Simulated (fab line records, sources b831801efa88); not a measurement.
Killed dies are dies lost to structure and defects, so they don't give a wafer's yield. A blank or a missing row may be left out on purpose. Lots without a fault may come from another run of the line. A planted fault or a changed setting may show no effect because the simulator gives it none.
Which tool did it? | flow gf180mcu | 12 lots, 36 wafers sampled, at 1 step of a route of 602

WHAT THE GAUGES READ, wafer by wafer
GF_M2_RS_MEAS_05: measures by four-point-probe. Usual: M2_ALCU_RS 0.0692 ohm/sq, standard deviation 0.00076.
lot  | measured     | on            | M2_ALCU_RS (ohm/sq)  | flag
L907 | day 18 20:37 | film_metro-02 | 0.0697 0.0689 0.0693 |
L908 | day 19 09:00 | film_metro-03 | 0.0694 0.0705 0.0696 |
L909 | day 19 20:52 | film_metro-02 | 0.0688 0.0696 0.0691 |
L910 | day 19 22:33 | film_metro-03 | 0.0688 0.0683 0.0690 |
L911 | day 20 03:22 | film_metro-04 | 0.0711 0.0696 0.0702 |
L913 | day 21 06:05 | film_metro-02 | 0.0702 0.0698 0.0691 |
L914 | day 21 08:08 | film_metro-03 | 0.0681 0.0694 0.0690 |
L925 | day 25 03:46 | film_metro-04 | 0.0690 0.0698 0.0687 |
L926 | day 25 11:41 | film_metro-03 | 0.0690 0.0696 0.0703 |
L927 | day 25 12:48 | film_metro-04 | 0.0685 0.0679 0.0674 |
L928 | day 25 18:51 | film_metro-03 | 0.0702 0.0691 0.0704 |
L929 | day 26 03:45 | film_metro-02 | 0.0702 0.0697 0.0704 |

WHICH TOOL RAN EACH LOT (tool, then ch and the chambers of the sampled wafers, then the start)
The record holds no process step before these readings.

WHAT THE TOOLS THEMSELVES READ (means of the sampled wafers that have a number; where no wafer has one, the mark that the record gives instead)
The record holds no such reading with a usual standard deviation.

THE ANSWER, worked out from the rows above alone
Rule: a lot is off if the mean of its wafers that have a number lies more than 3 standard deviations from the usual mean. A lot without any number at a reading at which 4 lots or more have one is off too. The other lots that the step has rows for count as sound. The gauges are gone through in route order, then the tools' own readings, and for those a lot's mean is taken as printed above. The first step at which some lot is off is used, and at that step the reading that is off furthest; a lot without a number counts as furthest.
No lot is off at any reading shown: from this, nothing can be told.

WHAT THE SIMULATOR HAD PUT IN
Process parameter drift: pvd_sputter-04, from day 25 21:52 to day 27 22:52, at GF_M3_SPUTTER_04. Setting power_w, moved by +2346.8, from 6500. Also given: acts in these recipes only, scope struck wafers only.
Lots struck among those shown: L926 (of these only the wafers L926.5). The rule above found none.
